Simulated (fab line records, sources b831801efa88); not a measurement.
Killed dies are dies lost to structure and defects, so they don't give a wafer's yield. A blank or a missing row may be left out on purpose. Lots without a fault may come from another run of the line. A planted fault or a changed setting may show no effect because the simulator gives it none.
fab line records | flow sky130
record lots=6 wafers=18 last_day=49
route steps=708 shown LDD_LDN@294 SPACER@304 PAD_OPEN@708
lots that met no fault: from a run of the same line without faults
start_h: hours from the record's first day to the start of the lot's first wafer shown | wait_h: hours since the lot's step before | " the same as in the row above | L1.1+2: a row that stands for several wafers | - no value, or no start given | * or withheld: withheld | < > ~ a bound
route shown NAME@n: a module of which the file shows steps, and the number in the route of the first | usual: mean/standard deviation of fault-free wafers | same: alike in all rows | chamber/n: place in a boat | sites: the reading at each site | _std_site: their standard deviation | _edge_site: outer sites' mean less inner sites' | radius_mm: how far each site lies from the wafer's centre | mask NAME#n: copy n | behind: the tool/chamber that last shaped the wafer | hold: why the lot was held/for how many hours/how that ended | device: the transistor (n, p or np) that didn't switch | end of line: the same wafers' tests at the end of the route | a step without rows: its recipe alone | killed: dies lost to structure and defects at the first sort, not the wafer's yield | map: a wafer's dies, x killed, . not, _ none there
set.NAME: the setting as run; set.NAME@STEP: as run at that earlier step | model.NAME: the simulator's own value behind a step, which no gauge read
lots at some steps of the route; a table a step, a row a wafer
services: from which hour (start_h, from the record's first day; less than 0 if before it) a tool's chamber was out of use, for how many hours, and why
## steps
# step SKY_LDD_LDN_PEB_05
# recipe temp_c=withheld time_s=* resist=NOVOLAK
# step SKY_LDD_LDN_DEVELOP_06
# recipe resist=NOVOLAK developer=TMAH develop_time_s=60 dev_temp_c=23
# step SKY_LDD_LDN_OVL_MEAS_07
# usual LDD_LDN_OVL=-1.5/1.4
# columns lot.wafer tool chamber start_h wait_h LDD_LDN_OVL[nm]
L262.2 overlay-02 - 541.12 0.1 -0.8
L262.4 " - " " -0.4
L262.5 " - " " 1.0
L265.1 overlay-01 - 587.87 0.1 -2.9
L265.5 " - " " -1.4
L265.6 " - " " -2.5
L266.1 overlay-01 - 590.62 0.1 -4.9
L266.4 " - " " -1.9
L266.5 " - " " -2.4
L272.1 overlay-02 - 648.07 0.1 -4.2
L272.4 " - " " -2.8
L272.6 " - " " -3.5
L276.2 overlay-01 - 665.37 0.1 -0.9
L276.5 " - " " -1.5
L276.6 " - " " -2.8
L277.2 overlay-02 - 685.57 0.1 0.7
L277.5 " - " " -1.0
L277.6 " - " " -1.7
# step SKY_LDD_LDN_IMPLANT_08
# recipe species=As energy_kev=15 dose_cm2=1.25e+13 tilt_deg=withheld rotation_deg=23
# step SKY_LDD_LDN_IMPLANT_09
# recipe species=As energy_kev=15 dose_cm2=1.25e+13 tilt_deg=withheld rotation_deg=113
# step SKY_LDD_LDN_IMPLANT_10
# recipe species=As energy_kev=15 dose_cm2=1.25e+13 tilt_deg=withheld rotation_deg=203
# step SKY_LDD_LDN_IMPLANT_11
# recipe species=As energy_kev=15 dose_cm2=1.25e+13 tilt_deg=withheld rotation_deg=293
# step SKY_LDD_LDN_STRIP_12
# recipe chemistry=O2/N2 power_w=1400 pressure_mtorr=1500 platen_temp_c=withheld o2_flow_sccm=3000 n2_flow_sccm=300 overash_fraction=0.5
# usual drypump_motor_current_A=6.02/0.28 oes_product_au=0.715/0.0047 strip_time_to_endpoint_s=14.15/0.046
# columns lot.wafer tool chamber start_h wait_h drypump_motor_current_A oes_product_au rf_hours_counter_h strip_time_to_endpoint_s
L262.2 plasma_asher-04 1 541.75 0.1 6.27 0.713 85 14.18
L262.4 " 0 " " 5.99 0.715 - 14.14
L262.5 " 0 " " 5.98 0.713 - 14.19
L265.1 plasma_asher-04 0 588.51 0.1 5.99 0.723 91 14.26
L265.5 " 1 " " 6.29 0.714 - 14.20
L265.6 " 0 " " 6.00 0.709 - 14.18
L266.1 plasma_asher-03 0 591.26 0.1 6.44 0.723 44 14.18
L266.4 " 1 " " 5.81 0.708 - 14.17
L266.5 " 1 " " 5.79 0.713 - 14.18
L272.1 plasma_asher-04 1 648.70 0.1 6.29 0.715 98 14.12
L272.4 " 1 " " 6.27 0.723 - 14.16
L272.6 " 0 " " 5.99 0.709 - 14.13
L276.2 plasma_asher-04 0 666.00 0.1 5.99 0.718 100 14.17
L276.5 " 1 " " 6.29 0.709 - 14.17
L276.6 " 0 " " 6.02 0.705 - 14.18
L277.2 plasma_asher-04 0 686.20 0.1 6.00 0.712 102 14.11
L277.5 " 0 " " 5.97 0.722 - 14.10
L277.6 " 1 " " 6.33 0.717 - 14.06
# step SKY_LDD_LDN_TW_MEAS_13
# usual LDD_LDN_TW=1464/8.3
# columns lot.wafer tool chamber start_h wait_h LDD_LDN_TW
L262.2 film_metro-01 - 541.86 0.1 1466
L262.4 " - " " 1470
L262.5 " - " " 1465
L265.1 film_metro-03 - 588.61 0.1 1465
L265.5 " - " " 1465
L265.6 " - " " 1465
L266.1 film_metro-03 - 591.36 0.1 1466
L266.4 " - " " 1480
L266.5 " - " " 1470
L272.1 film_metro-01 - 648.80 0.1 1471
L272.4 " - " " 1452
L272.6 " - " " 1458
L276.2 film_metro-04 - 666.11 0.1 1469
L276.5 " - " " 1481
L276.6 " - " " 1468
L277.2 film_metro-04 - 686.31 0.1 1469
L277.5 " - " " 1462
L277.6 " - " " 1458
# step SKY_LDD_LDN_CLEAN_14
# recipe chemistry=SC1/SC2 mix=1:4:20 temp_c=70 time_s=150 dry=n2_spin
# step SKY_SPACER_CVD_00
# recipe material=Si3N4 precursor=DCS/NH3 target_thk_nm=43.1 temp_c=770 time_s=740 pressure_mtorr=250
# step SKY_SPACER_THK_MEAS_01
# recipe reads=Si3N4_of_SPACER_CVD_00
# usual SPACER_CVD_00_THK=43.2/0.37
# columns lot.wafer tool chamber start_h wait_h SPACER_CVD_00_THK[nm]
L262.2 film_metro-02 - 543.38 0.0 43.6
L262.4 " - " " 43.5
L262.5 " - " " 43.3
L265.1 film_metro-04 - 589.93 0.0 43.6
L265.5 " - " " 43.3
L265.6 " - " " 43.3
L266.1 film_metro-03 - 593.49 0.0 42.7
L266.4 " - " " 42.6
L266.5 " - " " 42.7
L272.1 film_metro-03 - 650.12 0.0 43.7
L272.4 " - " " 43.8
L272.6 " - " " 43.7
L276.2 film_metro-03 - 667.83 0.0 42.9
L276.5 " - " " 42.8
L276.6 " - " " 43.0
L277.2 film_metro-03 - 689.65 0.0 43.7
L277.5 " - " " 43.7
L277.6 " - " " 43.7
# step SKY_SPACER_ETCHBACK_02
# recipe chemistry=CH3F/O2 target=Si3N4 stop_on=SiO2 source_w=400 bias_w=80 pressure_mtorr=25 ch3f_flow_sccm=40 O2_flow_sccm=30 time_s=46.7 target_depth_a=450
# usual O2_flow_sccm=30.00/0.094 bias_w=80.00/0.22 drypump_motor_current_A=5.8/0.33 oes_product_au=0.855/0.0058 throttle_valve_pct=10.562/0.0088
# columns lot.wafer tool chamber start_h wait_h O2_flow_sccm bias_w drypump_motor_current_A oes_product_au rf_hours_counter_h throttle_valve_pct
L262.2 rie_diel-01 1 543.43 0.0 29.87 80.35 6.0 0.858 38 10.568
L262.4 " 2 " " 30.03 80.08 6.0 0.865 6 10.567
L262.5 " 3 " " 30.03 79.84 6.3 0.854 - 10.557
L265.1 rie_diel-01 0 589.99 0.1 - - - - - -
L265.5 " 1 " " - - - - - -
L265.6 " 2 " " - - - - - -
L266.1 rie_diel-03 3 593.55 0.1 - - - - - -
L266.4 " 0 " " - - - - - -
L266.5 " 2 " " - - - - - -
L272.1 rie_diel-01 1 650.18 0.1 29.92 79.99 6.0 0.864 40 10.563
L272.4 " 1 " " 29.78 80.01 6.0 0.856 - 10.574
L272.6 " 3 " " 30.06 80.21 6.3 0.859 - 10.567
L276.2 rie_diel-01 2 667.88 0.0 29.99 80.10 6.0 0.852 8 10.554
L276.5 " 2 " " 30.12 79.85 6.0 0.854 - 10.575
L276.6 " 1 " " 30.04 79.72 6.0 0.853 - 10.571
L277.2 rie_diel-02 2 689.70 0.0 29.94 79.76 5.8 0.864 2 10.573
L277.5 " 2 " " 30.01 79.93 5.8 0.860 - 10.567
L277.6 " 3 " " 30.11 80.51 5.0 0.864 - 10.556
# step SKY_PAD_OPEN_PROBE_99
# usual killed_at_M0_to_M3=44/7.3 killed_at_M4_up=3.1/1.9 killed_at_contacts=24/5.3 killed_at_front_end=15/4 killed_at_other=0.4/0.6 killed_dies=86/9.2 killed_on_rim=17/3.5 killed_open=47/6.9 killed_short=39/6.9
# same gross_dies=492 killed_at_back_side=0
# columns lot.wafer tool chamber start_h wait_h killed_at_M0_to_M3 killed_at_M4_up killed_at_contacts killed_at_front_end killed_at_other killed_dies killed_on_rim killed_open killed_short
L262.2 prober-01 - 1085.83 0.1 30 5 26 9 2 72 14 43 27
L262.4 prober-01 - 1085.93 0.2 34 3 24 15 3 79 14 46 32
L262.5 prober-01 - 1085.98 0.2 45 7 20 15 0 87 17 46 41
L265.1 prober-02 - 1115.76 0.1 32 0 25 435 0 492 96 44 25
L265.5 prober-02 - 1115.96 0.2 50 0 21 421 0 492 96 41 49
L265.6 prober-02 - 1116.01 0.2 32 3 21 436 0 492 96 39 30
L266.1 prober-01 - 1116.16 0.1 41 2 22 427 0 492 96 46 36
L266.4 prober-01 - 1116.31 0.2 46 8 27 410 1 492 96 42 51
L266.5 prober-01 - 1116.36 0.2 30 1 37 423 1 492 96 49 39
L272.1 prober-02 - 1154.71 0.1 43 2 29 19 1 94 20 43 51
L272.4 prober-02 - 1154.86 0.2 47 2 18 17 0 84 20 48 35
L272.6 prober-02 - 1154.96 0.2 43 5 32 19 0 99 18 57 42
L276.2 prober-02 - 1168.95 0.1 36 6 17 19 1 79 24 43 36
L276.5 prober-02 - 1169.10 0.2 50 3 16 11 0 80 12 44 36
L276.6 prober-02 - 1169.15 0.2 38 5 35 21 0 99 20 42 57
L277.2 prober-01 - 1179.59 0.1 38 3 30 16 0 87 13 42 45
L277.5 prober-01 - 1179.74 0.2 54 4 23 14 0 95 24 40 55
L277.6 prober-01 - 1179.79 0.2 36 3 24 27 0 90 22 40 50
# killed by level:class
L262.2 CONTACT:geometric_particle:open=11 LI_CONTACT:geometric_particle:open=6 VIA1:geometric_particle:open=6 VIA3:geometric_particle:open=6 LOCAL_INTERCONNECT:geometric_particle:short=4 FIELD_ISO:geometric_particle:open=3 POLY_GATE:geometric_particle:open=3 METAL1:geometric_particle:short=3
L262.4 LI_CONTACT:geometric_particle:open=10 VIA1:geometric_particle:open=9 CONTACT:geometric_particle:open=6 VIA3:geometric_particle:open=6 METAL2:geometric_particle:short=5 FIELD_ISO:geometric_particle:short=4 FIELD_ISO:geometric_particle:open=4 CONTACT:geometric_particle:short=4
L262.5 VIA2:geometric_particle:open=12 VIA1:geometric_particle:open=12 CONTACT:geometric_particle:open=9 FIELD_ISO:geometric_particle:short=6 METAL3:geometric_particle:short=6 METAL4:geometric_particle:short=6 LI_CONTACT:geometric_particle:open=5 METAL1:geometric_particle:short=5
L265.1 SPACER:area_etchback=423 VIA1:geometric_particle:open=10 LI_CONTACT:geometric_particle:open=8 CONTACT:geometric_particle:open=8 METAL2:geometric_particle:short=5 VIA3:geometric_particle:open=5 FIELD_ISO:geometric_particle:open=3 POLY_GATE:geometric_particle:short=3
L265.5 SPACER:area_etchback=402 CONTACT:geometric_particle:open=8 METAL1:geometric_particle:short=8 METAL2:geometric_particle:short=8 VIA2:geometric_particle:open=7 VIA2:geometric_particle:short=6 POLY_GATE:geometric_particle:short=5 LI_CONTACT:geometric_particle:open=5
L265.6 SPACER:area_etchback=423 CONTACT:geometric_particle:open=9 VIA1:geometric_particle:open=7 CONTACT:geometric_particle:short=5 VIA2:geometric_particle:open=5 VIA3:geometric_particle:open=5 POLY_GATE:geometric_particle:open=4 FIELD_ISO:geometric_particle:short=3
L266.1 SPACER:area_etchback=410 VIA1:geometric_particle:open=13 LI_CONTACT:geometric_particle:open=8 POLY_GATE:geometric_particle:open=7 VIA2:geometric_particle:short=6 CONTACT:geometric_particle:short=5 METAL1:geometric_particle:short=5 VIA2:geometric_particle:open=5
L266.4 SPACER:area_etchback=398 VIA2:geometric_particle:open=8 METAL1:geometric_particle:short=7 LI_CONTACT:geometric_particle:open=7 CONTACT:geometric_particle:open=7 VIA2:geometric_particle:short=7 VIA1:geometric_particle:open=6 METAL2:geometric_particle:short=5
L266.5 SPACER:area_etchback=403 LI_CONTACT:geometric_particle:open=10 CONTACT:geometric_particle:open=8 CONTACT:geometric_particle:short=8 FIELD_ISO:geometric_particle:open=6 POLY_GATE:geometric_particle:open=5 LI_CONTACT:geometric_particle:short=5 FIELD_ISO:geometric_particle:short=4
L272.1 CONTACT:geometric_particle:open=10 VIA2:geometric_particle:open=8 VIA3:geometric_particle:open=7 FIELD_ISO:geometric_particle:short=6 CONTACT:geometric_particle:short=6 VIA1:geometric_particle:open=6 VIA3:geometric_particle:short=6 LOCAL_INTERCONNECT:geometric_particle:short=5
L272.4 VIA2:geometric_particle:open=13 VIA1:geometric_particle:open=8 FIELD_ISO:geometric_particle:open=6 LI_CONTACT:geometric_particle:open=6 VIA2:geometric_particle:short=6 CONTACT:geometric_particle:open=5 METAL1:geometric_particle:short=5 CONTACT:geometric_particle:short=4
L272.6 LI_CONTACT:geometric_particle:open=12 CONTACT:geometric_particle:open=10 VIA1:geometric_particle:open=7 VIA1:geometric_particle:short=6 VIA2:geometric_particle:open=6 VIA3:geometric_particle:open=6 FIELD_ISO:geometric_particle:open=4 CONTACT:geometric_particle:short=4
L276.2 LI_CONTACT:geometric_particle:open=8 VIA2:geometric_particle:open=7 FIELD_ISO:geometric_particle:open=5 METAL4:geometric_particle:short=5 VIA3:geometric_particle:open=5 VIA1:geometric_particle:open=5 VIA1:geometric_particle:short=5 VIA2:geometric_particle:short=4
L276.5 VIA1:geometric_particle:open=11 VIA2:geometric_particle:open=9 VIA3:geometric_particle:open=6 CONTACT:geometric_particle:open=6 METAL2:geometric_particle:short=6 METAL3:geometric_particle:short=5 FIELD_ISO:geometric_particle:open=4 VIA3:geometric_particle:short=4
L276.6 METAL1:geometric_particle:short=9 METAL2:geometric_particle:short=9 LI_CONTACT:geometric_particle:open=7 LOCAL_INTERCONNECT:geometric_particle:short=7 CONTACT:geometric_particle:short=7 CONTACT:geometric_particle:open=7 FIELD_ISO:geometric_particle:open=6 POLY_GATE:geometric_particle:short=6
L277.2 CONTACT:geometric_particle:open=11 CONTACT:geometric_particle:short=10 VIA3:geometric_particle:open=8 METAL1:geometric_particle:short=6 FIELD_ISO:geometric_particle:short=5 LI_CONTACT:geometric_particle:open=5 METAL3:geometric_particle:short=5 VIA3:geometric_particle:short=5
L277.5 CONTACT:geometric_particle:open=13 METAL2:geometric_particle:short=12 METAL1:geometric_particle:short=10 VIA3:geometric_particle:open=7 VIA2:geometric_particle:open=6 FIELD_ISO:geometric_particle:short=5 LOCAL_INTERCONNECT:geometric_particle:short=4 VIA1:geometric_particle:open=4
L277.6 METAL1:geometric_particle:short=8 FIELD_ISO:geometric_particle:open=7 FIELD_ISO:geometric_particle:short=7 POLY_GATE:geometric_particle:short=6 CONTACT:geometric_particle:open=6 LI_CONTACT:geometric_particle:open=6 VIA1:geometric_particle:open=6 CONTACT:geometric_particle:short=5
# map L265.1 (x killed, . not)
__________xxxxxxxxxx_________
________xxxxxxxxxxxxxx_______
______xxxxxxxxxxxxxxxxxx_____
_____xxxxxxxxxxxxxxxxxxxx____
____xxxxxxxxxxxxxxxxxxxxxx___
___xxxxxxxxxxxxxxxxxxxxxxxx__
__xxxxxxxxxxxxxxxxxxxxxxxxxx_
_xxxxxxxxxxxxxxxxxxxxxxxxxxxx
_xxxxxxxxxxxxxxxxxxxxxxxxxxxx
_xxxxxxxxxxxxxxxxxxxxxxxxxxxx
_xxxxxxxxxxxxxxxxxxxxxxxxxxxx
_xxxxxxxxxxxxxxxxxxxxxxxxxxxx
_xxxxxxxxxxxxxxxxxxxxxxxxxxxx
_xxxxxxxxxxxxxxxxxxxxxxxxxxxx
_xxxxxxxxxxxxxxxxxxxxxxxxxxxx
__xxxxxxxxxxxxxxxxxxxxxxxxxx_
___xxxxxxxxxxxxxxxxxxxxxxxx__
____xxxxxxxxxxxxxxxxxxxxxx___
_____xxxxxxxxxxxxxxxxxxxx____
______xxxxxxxxxxxxxxxxxx_____
________xxxxxxxxxxxxxx_______
__________xxxxxxxxxx_________
# map L266.1 (x killed, . not)
__________xxxxxxxxxx_________
________xxxxxxxxxxxxxx_______
______xxxxxxxxxxxxxxxxxx_____
_____xxxxxxxxxxxxxxxxxxxx____
____xxxxxxxxxxxxxxxxxxxxxx___
___xxxxxxxxxxxxxxxxxxxxxxxx__
__xxxxxxxxxxxxxxxxxxxxxxxxxx_
_xxxxxxxxxxxxxxxxxxxxxxxxxxxx
_xxxxxxxxxxxxxxxxxxxxxxxxxxxx
_xxxxxxxxxxxxxxxxxxxxxxxxxxxx
_xxxxxxxxxxxxxxxxxxxxxxxxxxxx
_xxxxxxxxxxxxxxxxxxxxxxxxxxxx
_xxxxxxxxxxxxxxxxxxxxxxxxxxxx
_xxxxxxxxxxxxxxxxxxxxxxxxxxxx
_xxxxxxxxxxxxxxxxxxxxxxxxxxxx
__xxxxxxxxxxxxxxxxxxxxxxxxxx_
___xxxxxxxxxxxxxxxxxxxxxxxx__
____xxxxxxxxxxxxxxxxxxxxxx___
_____xxxxxxxxxxxxxxxxxxxx____
______xxxxxxxxxxxxxxxxxx_____
________xxxxxxxxxxxxxx_______
__________xxxxxxxxxx_________
## services
# columns tool chamber start_h hours kind
rie_diel-02 0 531.18 7.0 repair
plasma_asher-03 - 535.49 34.0 repair
rie_diel-02 1 542.41 3.3 repair
rie_diel-02 3 554.44 8.7 repair
rie_diel-02 2 563.15 - clean
rie_diel-02 2 563.15 15.5 scheduled_down
rie_diel-02 2 563.15 15.5 vent_cycle
rie_diel-02 3 582.88 3.7 repair
plasma_asher-03 - 606.07 7.9 repair
rie_diel-01 0 637.50 14.2 repair
rie_diel-03 3 669.68 14.2 repair
rie_diel-02 0 675.93 15.2 repair
## key
first_sign step=SKY_SPACER_ETCHBACK_02 reading=tool_record direction=missing
effect step=SKY_PAD_OPEN_PROBE_99 reading=killed_at_front_end direction=up sigmas=99+ usual=15 struck=425
more_kills_born_at SKY_SPACER_ETCHBACK_02@rie_diel-01=1246 SKY_SPACER_ETCHBACK_02@rie_diel-03=1210
met_at SKY_SPACER_ETCHBACK_02
struck_wafers L265.1,L265.5,L265.6,L266.1,L266.4,L266.5
later_rows_left_out L265.1,L265.5,L265.6,L266.1,L266.4,L266.5
tester_left_out L265,L266
onset_between 543.43 589.99
fault kind=skipped_step_whole tool=rie_diel-01,rie_diel-03 chamber=- onset_h=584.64 steps=SKY_SPACER_ETCHBACK_02 scope=struck_lots_only
# tester_left_out: of these lots the tester's yield and bins aren't shown, on N5 and GAA mostly nor the transistor test; their killed dies are dies lost to structure and defects alone, not to doping, threshold or leakage, so they don't give the yield
# later_rows_left_out: the simulator's readings of these wafers behind a module that went badly wrong aren't trusted and aren't shown, but for the sort
